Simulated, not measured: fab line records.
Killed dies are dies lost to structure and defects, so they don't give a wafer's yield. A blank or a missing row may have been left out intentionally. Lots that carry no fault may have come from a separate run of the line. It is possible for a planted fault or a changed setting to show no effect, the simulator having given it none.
Which tool did it?    flow gf180mcu    Sampling: 13 lots, 39 wafers, 4 of 602 route steps

WHAT THE GAUGES READ, wafer by wafer
No reading from a measuring or inspecting step in the record can be judged against a usual standard deviation.

WHAT TOOL EACH LOT RAN ON (gives the tool, then ch and the chambers of the sampled wafers, and finally the start)
lot   GF_SAB_WET_ETCH_12               GF_SALICIDE_RTA_08                GF_CONTACT_SPUTTER_22         GF_CONTACT_CMP_27
L662  wet-bench-02 ch 0, day 15 08:41  rtp-anneal-01 ch 0, day 15 09:28  pvd-sputter-03, day 16 08:52  cmp-02 ch 1,3, day 16 09:15
L663  wet-bench-01 ch 1, day 15 18:58  rtp-anneal-02 ch 0, day 15 19:42  pvd-sputter-02, day 16 19:14  cmp-01 ch 0,1,2, day 16 19:37
L664  wet-bench-01 ch 2, day 15 22:46  rtp-anneal-02 ch 0, day 15 23:32  pvd-sputter-03, day 16 23:26  cmp-01 ch 0,1,2, day 16 23:49
L666  wet-bench-01 ch 2, day 16 13:07  rtp-anneal-01 ch 0, day 16 13:53  pvd-sputter-02, day 17 13:50  cmp-02 ch 0,1,2, day 17 14:19
L675  wet-bench-02 ch 3, day 19 18:13  rtp-anneal-02 ch 0, day 19 18:57  pvd-sputter-03, day 20 20:14  cmp-02 ch 0,1,3, day 20 20:43
L676  wet-bench-03 ch 0, day 20 06:29  rtp-anneal-01 ch 0, day 20 07:15  pvd-sputter-03, day 21 08:48  cmp-01 ch 0,1,2, day 21 09:14
L677  wet-bench-01 ch 2, day 20 17:07  rtp-anneal-02 ch 0, day 20 18:02  pvd-sputter-01, day 21 19:20  cmp-02 ch 0,2,3, day 21 19:43
L678  wet-bench-02 ch 0, day 20 22:34  rtp-anneal-02 ch 0, day 20 23:19  pvd-sputter-03, day 22 00:29  cmp-02 ch 1,2,3, day 22 00:52
L679  wet-bench-02 ch 1, day 21 06:43  rtp-anneal-02 ch 0, day 21 07:28  pvd-sputter-02, day 22 08:26  cmp-02 ch 0,1, day 22 08:52
L681  wet-bench-01 ch 3, day 22 01:26  rtp-anneal-02 ch 0, day 22 02:11  pvd-sputter-01, day 23 02:21  cmp-01 ch 0,1,2, day 23 02:44
L682  wet-bench-02 ch 3, day 22 04:01  rtp-anneal-02 ch 0, day 22 04:45  pvd-sputter-03, day 23 04:59  cmp-01 ch 1,2,3, day 23 05:25
L684  wet-bench-01 ch 2, day 22 20:23  rtp-anneal-01 ch 0, day 22 21:16  pvd-sputter-02, day 23 21:08  cmp-02 ch 1,3, day 23 21:34
L685  wet-bench-02 ch 0, day 23 05:47  rtp-anneal-02 ch 0, day 23 06:32  pvd-sputter-03, day 24 06:37  cmp-02 ch 1,2, day 24 07:01
- GF_SAB_WET_ETCH_12: etches SiO2 in dHF, target depth 22 nm, time 440 s.
- GF_SALICIDE_RTA_08: time 30 s.
- GF_CONTACT_SPUTTER_22: material Ti, target thk 15 nm, time 80.02 s.
- GF_CONTACT_CMP_27: polishes, stops on SiO2, t overpolish 15 s, target thk 0 nm.

WHAT THE TOOLS THEMSELVES READ (means of the sampled wafers that have a number; where no wafer has one, the mark that the record gives instead)
GF_SAB_WET_ETCH_12.
lot   tool          bath-heat-duty-pct (%)  temp-c (C)
L662  wet-bench-02  6.6                     24.96
L663  wet-bench-01  6.3                     24.99
L664  wet-bench-01  6.6                     25.08
L666  wet-bench-01  0.0                     18.14
L675  wet-bench-02  5.9                     25.01
L676  wet-bench-03  6.1                     24.94
L677  wet-bench-01  6.4                     24.91
L678  wet-bench-02  7.3                     25.10
L679  wet-bench-02  5.5                     24.88
L681  wet-bench-01  6.9                     24.99
L682  wet-bench-02  5.3                     24.94
L684  wet-bench-01  7.3                     24.92
L685  wet-bench-02  6.7                     25.02

GF_SALICIDE_RTA_08.
lot   tool           lamp-power-pct (%)  wafer_temp_C_max
L662  rtp-anneal-01  16.81               803.6
L663  rtp-anneal-02  17.26               802.3
L664  rtp-anneal-02  17.27               803.3
L666  rtp-anneal-01  16.84               804.2
L675  rtp-anneal-02  17.27               802.7
L676  rtp-anneal-01  16.82               804.2
L677  rtp-anneal-02  17.26               802.7
L678  rtp-anneal-02  17.26               803.1
L679  rtp-anneal-02  17.25               802.9
L681  rtp-anneal-02  17.28               803.1
L682  rtp-anneal-02  17.25               803.0
L684  rtp-anneal-01  16.83               803.7
L685  rtp-anneal-02  17.27               803.4

GF_CONTACT_SPUTTER_22.
lot   tool            chamber-pressure-pa (Pa)  substrate-temp-c (C)  throttle-valve-pct (%)
L662  pvd-sputter-03  5.007                     199.95                29.8
L663  pvd-sputter-02  5.004                     199.82                29.5
L664  pvd-sputter-03  4.994                     200.06                30.3
L666  pvd-sputter-02  4.992                     199.98                29.9
L675  pvd-sputter-03  4.998                     200.11                29.6
L676  pvd-sputter-03  5.001                     200.02                30.0
L677  pvd-sputter-01  5.008                     199.86                30.4
L678  pvd-sputter-03  4.998                     199.97                30.4
L679  pvd-sputter-02  5.010                     200.09                29.7
L681  pvd-sputter-01  5.003                     199.82                30.4
L682  pvd-sputter-03  4.995                     200.12                29.8
L684  pvd-sputter-02  4.992                     200.05                29.7
L685  pvd-sputter-03  4.991                     200.20                30.4

GF_CONTACT_CMP_27.
lot   tool    motor-current-A (A)  overpolish-run-s (s)  platen-rpm (rpm)  retaining-ring-pressure-frac  time-to-endpoint-s (s)
L662  cmp-02  11.8                 14.995                60.01             0.994                         72
L663  cmp-01  12.2                 14.996                60.05             0.996                         73
L664  cmp-01  11.5                 15.000                60.01             0.997                         75
L666  cmp-02  10.6                 15.000                60.00             1.005                         76
L675  cmp-02  10.4                 15.002                59.94             1.003                         73
L676  cmp-01  12.3                 15.001                60.05             1.001                         75
L677  cmp-02  10.7                 15.001                59.98             1.002                         75
L678  cmp-02  11.6                 15.002                60.00             1.000                         74
L679  cmp-02  9.4                  15.000                59.99             0.999                         75
L681  cmp-01  12.2                 14.991                60.01             1.001                         77
L682  cmp-01  12.5                 15.006                60.03             0.997                         78
L684  cmp-02  11.4                 15.002                60.04             1.000                         72
L685  cmp-02  11.8                 14.997                60.02             0.999                         71

THE ANSWER, worked out from the rows above alone
Rule: the lots themselves supply what counts as usual. Put in order of their means at a reading, lots are off if they are a third of the lots or fewer, leave a main group of 4 or more, and stand apart from it by a gap of 3 or more times the standard deviation of the main group's means; of several such gaps the widest counts. A main group is skipped when, at the precision printed for the reading in the tables above, its means are all equal. A lot without any number at a reading at which 4 lots or more have one is off too. The other lots that the step has rows for count as sound. The gauges are gone through in route order, then the tools' own readings, and for those a lot's mean is taken as printed above. The first step at which some lot is off is used, and at that step the reading that is off furthest; a lot without a number counts as furthest.
Off at GF_SAB_WET_ETCH_12 (temp-c): L666. The main group has a mean of 24.98 C with a standard deviation of 0.064.
If a tool, at that step or one of the process steps before it, ran each lot that is off and ran no sound lot following the first of them, it fits. None of those tried fits.

WHAT HAD BEEN PUT IN BY THE SIMULATOR
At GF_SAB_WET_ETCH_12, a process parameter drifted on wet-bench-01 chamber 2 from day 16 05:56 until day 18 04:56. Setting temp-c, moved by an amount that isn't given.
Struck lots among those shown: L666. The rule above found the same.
